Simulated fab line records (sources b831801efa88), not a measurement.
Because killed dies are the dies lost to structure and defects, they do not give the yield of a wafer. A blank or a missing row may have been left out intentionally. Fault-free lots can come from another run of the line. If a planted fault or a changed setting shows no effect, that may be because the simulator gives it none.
Matching of chambers || flow gf180mcu || GF_MIM_CVD_05 on pecvd-01 has 3 sister chambers
The step deposits Si3N4, target thk 42 nm, time 29.086 s. 6 wafers are shown with their chamber, then 7 later ones without.

EACH WAFER AND ITS CHAMBER
{"wafer": "L823.5", "chamber": 2, "heater power w (W)": 711}
{"wafer": "L824.4", "chamber": 0, "heater power w (W)": 669}
{"wafer": "L824.5", "chamber": 1, "heater power w (W)": 702}
{"wafer": "L824.6", "chamber": 2, "heater power w (W)": 706}
{"wafer": "L827.1", "chamber": 0, "heater power w (W)": 622}
{"wafer": "L827.2", "chamber": 1, "heater power w (W)": 734}

WAFERS WITH NO CHAMBER GIVEN
{"wafer": "L827.3", "heater power w (W)": 759}
{"wafer": "L829.3", "heater power w (W)": 781}
{"wafer": "L829.4", "heater power w (W)": 792}
{"wafer": "L829.6", "heater power w (W)": 639}
{"wafer": "L831.3", "heater power w (W)": 732}
{"wafer": "L831.4", "heater power w (W)": 749}
{"wafer": "L831.6", "heater power w (W)": 697}

WHICH CHAMBER EACH ONE RAN IN
{"wafer": "L827.3", "from the rows above": "can't be placed: 1 or 2", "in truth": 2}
{"wafer": "L829.3", "from the rows above": "can't be placed: 1 or 2", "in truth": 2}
{"wafer": "L829.4", "from the rows above": "can't be placed: 1 or 2", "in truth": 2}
{"wafer": "L829.6", "from the rows above": 0, "in truth": 0}
{"wafer": "L831.3", "from the rows above": "can't be placed: 1 or 2", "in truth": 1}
{"wafer": "L831.4", "from the rows above": "can't be placed: 1 or 2", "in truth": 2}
{"wafer": "L831.6", "from the rows above": "can't be placed: 2 or 1 or 0", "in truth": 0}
1 of 7 placed correctly. Not placeable from these rows: 6 (in 6, the candidates include the true chamber). Placed wrongly: 0.
How it was worked out, from the rows above alone: a wafer's distance from a chamber is the root of the sum, over the readings, of the square of ((its reading less the chamber's mean) divided by the reading's scatter). If the next closest chamber is less than 2 further off than the closest, the wafer can't be placed; otherwise it belongs to the closest. A chamber's mean is the mean of its shown wafers. How the scatter is found: for the shown wafers, subtract from each reading the mean of its chamber, square and add these, divide the total by (wafers less chambers), then take the root.
